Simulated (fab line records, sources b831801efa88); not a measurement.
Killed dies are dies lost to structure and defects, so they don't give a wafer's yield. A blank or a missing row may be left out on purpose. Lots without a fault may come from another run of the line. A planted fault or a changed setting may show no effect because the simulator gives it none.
Chamber matching | flow gf180mcu | GF_PASSIVATION_CVD_00 on pecvd-01: 3 sister chambers
The step deposits SiO2 from TEOS, target thk 1000 nm, time 111.95 s. 3 wafers are shown with their chamber, then 7 later ones without.

WAFERS WITH THEIR CHAMBER
wafer  | chamber | heater_power_w (W)
L633.3 | 0       | 643
L636.3 | 1       | 830
L636.4 | 2       | 660

WAFERS WITHOUT THEIR CHAMBER
wafer  | heater_power_w (W)
L636.6 | 686
L638.3 | 620
L638.5 | 677
L638.6 | 511
L640.3 | 793
L640.4 | 810
L640.6 | 506

WHICH CHAMBER EACH WENT THROUGH
wafer  | from the rows above          | in truth
L636.6 | can't be placed: 2 or 0 or 1 | 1
L638.3 | can't be placed: 0 or 2      | 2
L638.5 | can't be placed: 2 or 0 or 1 | 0
L638.6 | can't be placed: 0 or 2      | 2
L640.3 | can't be placed: 1 or 2 or 0 | 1
L640.4 | can't be placed: 1 or 2 or 0 | 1
L640.6 | can't be placed: 0 or 2      | 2
Placed correctly: 0 of 7. Can't be placed from these rows: 7 (the true chamber is among the candidates in 7). Placed wrongly: 0.
How it was worked out, from the rows above alone: a wafer's distance from a chamber is the root of the sum, over the readings, of the square of ((its reading less the chamber's mean) divided by the reading's scatter). The wafer belongs to the nearest chamber; if the next one is less than 2 further off, it can't be placed. A chamber's mean is the mean of its shown wafers. The scatter: with one shown wafer a chamber, the root of the mean of the squares of how far each hidden wafer lies from its nearest shown one.
